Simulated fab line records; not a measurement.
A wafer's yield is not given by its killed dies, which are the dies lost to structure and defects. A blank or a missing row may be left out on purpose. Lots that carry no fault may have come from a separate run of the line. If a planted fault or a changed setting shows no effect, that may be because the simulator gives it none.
The same fault as seen by 2 desks || flow sky130 || what lay behind the numbers comes last; until then each desk has only its own

THE TOOL OWNER'S DESK: litho-track-03
The tool's own readings at SKY_SONOS_TUNNEL_DEVELOP_06 (develop time 60 s): means of the sampled wafers that have a number, for each lot that ran on this tool. If a lot's mean is further than 4 standard deviations from the usual mean, the lot is out of limits and carries the mark OUT (the distance appears in the brackets).
Columns: A = chill-plate-temp-C at SKY_SONOS_TUNNEL_DEVELOP_06, usual 22.99 C
{"lot": "L208", "first seen here": "day 11 13:43", "A": 22.83}
{"lot": "L211", "first seen here": "day 12 11:49", "A": 23.11}
{"lot": "L216", "first seen here": "day 13 19:44", "A": 23.10}
{"lot": "L219", "first seen here": "day 14 20:49", "A": 23.01}
{"lot": "L223", "first seen here": "day 16 05:08", "A": 23.01}
{"lot": "L225", "first seen here": "day 17 03:02", "A": 22.89}
Finding of this desk: none of the 6 lots has anything out of limits.

METROLOGY DESK
Lot by lot, what the gauges showed, no matter which tool ran the lot: averages of those sampled wafers that carry a number. If a lot's mean is further than 4 standard deviations from the usual mean, the lot is out of limits and carries the mark OUT (the distance appears in the brackets).
Columns: A = NWELL_2_TW at SKY_NWELL_TW_MEAS_26, usual 497; B = cd-nm at SKY_SONOS_TUNNEL_CD_MEAS_07, usual 410.5 nm; C = cd-nm at SKY_POLY_CUT_CD_MEAS_08, usual 269.7 nm; D = RES_XHIGH_TW at SKY_RES_XHIGH_TW_MEAS_09, usual 1643
{"lot": "L208", "first seen here": "day 5 05:20", "A": 496, "B": 409.8, "C": 269.4, "D": 1613}
{"lot": "L209", "first seen here": "day 5 12:49", "A": 495, "B": 408.6, "C": 269.4, "D": 1636}
{"lot": "L211", "first seen here": "day 5 23:35", "A": 495, "B": 406.2, "C": 271.8, "D": 1662}
{"lot": "L212", "first seen here": "day 6 07:43", "A": 491, "B": 410.9, "C": 267.7, "D": 1658}
{"lot": "L213", "first seen here": "day 6 14:11", "A": 495, "B": 408.9, "C": 267.7, "D": 1652}
{"lot": "L214", "first seen here": "day 7 02:14", "A": 497, "B": 411.8, "C": 269.1, "D": 1641}
{"lot": "L216", "first seen here": "day 7 09:37", "A": 498, "B": 408.2, "C": 270.1, "D": 1657}
{"lot": "L215", "first seen here": "day 7 09:59", "A": 499, "B": 412.6, "C": 270.4, "D": 1640}
{"lot": "L219", "first seen here": "day 8 03:04", "A": 497, "B": 412.4, "C": 271.7, "D": 1657}
{"lot": "L221", "first seen here": "day 8 16:55", "A": 491, "B": 412.9, "C": 270.5, "D": 1629}
{"lot": "L223", "first seen here": "day 9 04:13", "A": 498, "B": "387.7 (-9.9) OUT", "C": 268.3, "D": 1660}
{"lot": "L225", "first seen here": "day 9 21:19", "A": 498, "B": "384.4 (-11) OUT", "C": 268.9, "D": 1638}
{"lot": "L229", "first seen here": "day 10 17:17", "A": 500, "B": 407.3, "C": 268.9, "D": 1638}
{"lot": "L230", "first seen here": "day 10 19:08", "A": 489, "B": 410.3, "C": 269.2, "D": 1655}
This desk's finding: out of limits on L223, L225; first on L223, day 16 05:17 (cd-nm at SKY_SONOS_TUNNEL_CD_MEAS_07). Within limits: L208, L209, L211, L212, L213, L214, L216, L215, L219, L221, L229, L230.

TAKEN TOGETHER
The metrology desk could have raised an alarm at day 16 05:17, on L223, L225.
The tool owner's desk saw nothing out of limits.
The tool owner's desk has L223, L225 on record, within its limits.
All the named lots went through SKY_SONOS_TUNNEL_DEVELOP_06 on litho-track-03.

WHAT WAS PUT IN BY THE SIMULATOR
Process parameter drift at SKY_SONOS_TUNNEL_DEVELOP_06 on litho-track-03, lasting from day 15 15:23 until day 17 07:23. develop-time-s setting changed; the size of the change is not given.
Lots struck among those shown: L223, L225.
Hours from the fault's start to each desk's first reading out of limits: the metrology desk, 14.
